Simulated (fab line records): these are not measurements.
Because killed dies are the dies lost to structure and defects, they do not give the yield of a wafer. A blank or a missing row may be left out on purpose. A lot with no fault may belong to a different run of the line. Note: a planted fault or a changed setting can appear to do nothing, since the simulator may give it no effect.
Chamber matching    flow gf180mcu    4 sister chambers for GF_V2_CMP_26 on cmp-02
The step polishes, stops on SiO2, t overpolish 15 s, target thk 0 nm. 4 wafers are shown with their chamber, then 7 later ones without.

EACH WAFER AND ITS CHAMBER
wafer   chamber  motor current A (A)
L316.5  3        10.1
L328.3  0        11.7
L330.1  2        10.0
L330.3  1        9.8

WAFERS MISSING THEIR CHAMBER
wafer   motor current A (A)
L330.4  12.0
L333.1  10.0
L333.2  9.5
L333.6  12.1
L336.1  11.0
L336.3  12.5
L336.6  10.9

CHAMBER TAKEN BY EACH
wafer   from the rows above                in truth
L330.4  0                                  0
L333.1  can't be placed: 2 or 3 or 1       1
L333.2  can't be placed: 1 or 2 or 3       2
L333.6  0                                  0
L336.1  can't be placed: 0 or 3 or 2 or 1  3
L336.3  0                                  0
L336.6  can't be placed: 0 or 3 or 2 or 1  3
3 of 7 placed correctly. Cannot be placed on the basis of these rows: 4; the candidates contain the true chamber in 4. 0 placed wrongly.
How it was worked out, from the rows above alone: a wafer's distance from a chamber is the root of the sum, over the readings, of the square of ((its reading less the chamber's mean) divided by the reading's scatter). The wafer belongs to the nearest chamber; if the next one is less than 2 further off, it can't be placed. The mean given for a chamber averages the wafers shown for that chamber. The scatter: root of mean squared gap, hidden wafer to nearest shown wafer, with one shown wafer a chamber.
